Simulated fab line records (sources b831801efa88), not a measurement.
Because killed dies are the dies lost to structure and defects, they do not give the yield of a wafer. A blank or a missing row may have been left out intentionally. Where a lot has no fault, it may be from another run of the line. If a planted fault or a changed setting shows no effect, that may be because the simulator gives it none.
A struck lot beside a sound one -- flow sky130 -- 25 steps out of a route of 708
Sound: wafers L671.2, L671.3, L671.5. Struck: wafer L684.2. (L684.5 of the same lot was not struck and is left out.) The cause comes at the end.
Per side, at each step with rows, come the tool, then ch with its chambers, and then its first start. Under that, the readings that differ: sound wafers -- struck wafers -- difference of the means -- sigmas: that difference in standard deviations of wafers without a fault.
alike: readings whose means differ by less than 2 such deviations, and words and numbers that are the same on both sides. not compared: withheld readings, readings that some wafer has no value for, bounds like >300 that may hide the same value, and numbers for which the record gives no deviation and whose values overlap.
A row with sigmas, a row that says differs or no value, or rows on one side alone: a step with any of these is where the two part. Numbers that have no deviation but don't overlap get no sigmas and don't part them. Lack of a reading on every wafer of one side parts them only where that side has two or more wafers.

first, 3 steps without rows for these wafers: SKY_CAPM_EXPOSE_09 (exposes mask CAPM, target cd 1000 nm); SKY_CAPM_PEB_10; SKY_CAPM_DEVELOP_11 (develop time 60 s).
SKY_CAPM_OVL_MEAS_12:
  sound: overlay-02 at day 37 21:53; struck: overlay-02 at day 41 14:51
  alike: CAPM_OVL
SKY_CAPM_METAL_ETCH_13: etches TiN in Cl2/BCl3, stops on SiO2, target depth 220 nm, time 62.9 s.
  sound on rie-metal-01 ch 0,1, day 37 21:55; struck on rie-metal-03 ch 0, day 41 14:53
  alike: drypump-motor-current-A, oes-product-au, throttle-valve-pct
  not compared: rf-hours-counter-h
SKY_CAPM_STRIP_14: strips in O2/N2.
  sound on plasma-asher-04 ch 0,1, day 37 22:01; struck on plasma-asher-01 ch 0, day 41 14:58
  alike: drypump-motor-current-A, oes-product-au, strip-time-to-endpoint-s
  not compared: rf-hours-counter-h
then, 6 steps without rows for these wafers: SKY_CAPM_STRIP_15 (strips in post etch residue remover, time 1200 s); SKY_CAPM_CLEAN_16 (cleans in IPA, time 180 s); SKY_CAPM_CLEAN_17 (cleans in O3/DIW); SKY_METAL3_DEHYDRATE_05 (time 60 s); SKY_METAL3_HMDS_06 (prime time 60 s); SKY_METAL3_COAT_07 (resist thk 60 nm).
SKY_METAL3_COAT_08: resist thk 1140 nm.
  sound on litho-track-03 ch 0, day 38 11:00; struck on litho-track-04 ch 0, day 42 03:00
reading,sound,struck,difference,sigmas
model.KrF-thick_of_METAL3_COAT_08.thk-nm (nm),1129 1129 1131,1250,+120,
then, 4 steps without rows for these wafers: SKY_METAL3_SOFTBAKE_09 (time 90 s); SKY_METAL3_EXPOSE_10 (exposes mask MM3, target cd 300 nm); SKY_METAL3_PEB_11; SKY_METAL3_DEVELOP_12 (develop time 60 s).
SKY_METAL3_CD_MEAS_13: the cd target is 300 nm.
  sound: cd-sem-01 at day 39 00:14; struck: cd-sem-01 at day 42 14:53
  alike: cd-nm
SKY_METAL3_OVL_MEAS_14:
  sound: overlay-01 at day 39 00:20; struck: overlay-01 at day 42 14:59
reading,sound,struck,difference,sigmas
METAL3_OVL (nm),-7 -5 -3,5,+10,+3
SKY_METAL3_DESCUM_15: chemistry O2, time 8 s.
  sound on rie-metal-04 ch 0,1, day 39 00:22; struck on rie-metal-02 ch 1, day 42 15:01
reading,sound,struck,difference,sigmas
model.METAL3.cd-nm (nm),300.5 302 300.5,302.2,+1.2,
  alike: drypump-motor-current-A, oes-product-au
  not compared: rf-hours-counter-h
SKY_METAL3_ETCH_16: etches BARC in N2/H2, stops on SiO2, time 88.2 s, target depth 60 nm.
  sound on rie-metal-04 ch 0,1, day 39 00:24; struck on rie-metal-02 ch 1, day 42 15:03
  alike: drypump-motor-current-A, oes-product-au, throttle-valve-pct
  not compared: rf-hours-counter-h
SKY_METAL3_ETCH_17: etches SiO2 in C4F8/O2/Ar, stops on TiN, time 3.9 s, target depth 15 nm.
  sound on rie-diel-03 ch 0,1,2, day 39 00:30; struck on rie-diel-02 ch 1, day 42 15:09
  alike: oes-product-au
  not compared: model.METAL3.cd-nm
SKY_METAL3_METAL_ETCH_18: etches the open film in Cl2/BCl3, stops on SiO2, target depth 845 nm, time 183.1 s.
  sound on rie-metal-03 ch 0,1, day 39 00:31; struck on rie-metal-03 ch 1, day 42 15:10
reading,sound,struck,difference,sigmas
model.KrF-thick_of_METAL3_COAT_08.thk-nm (nm),503.2 516.8 519.7,628.4,+115.2,
  alike: drypump-motor-current-A, oes-product-au, throttle-valve-pct
  not compared: rf-hours-counter-h
SKY_METAL3_STRIP_19: strips in O2/N2.
  sound on plasma-asher-03 ch 0,1, day 39 00:41; struck on plasma-asher-02 ch 0, day 42 15:20
reading,sound,struck,difference,sigmas
oes-product-au (a.u.),0.494 0.508 0.508,0.545,+0.042,+7
strip-time-to-endpoint-s (s),6.29 6.43 6.46,7.53,+1.14,+12
  alike: drypump-motor-current-A
  not compared: rf-hours-counter-h
then, 1 step without rows for these wafers: SKY_METAL3_STRIP_20 (strips in post etch residue remover, time 1200 s).

## WHERE THEY PART
Last at SKY_METAL3_STRIP_19 as far as this record goes, first at SKY_METAL3_OVL_MEAS_14.

WHY: what the simulator had put in
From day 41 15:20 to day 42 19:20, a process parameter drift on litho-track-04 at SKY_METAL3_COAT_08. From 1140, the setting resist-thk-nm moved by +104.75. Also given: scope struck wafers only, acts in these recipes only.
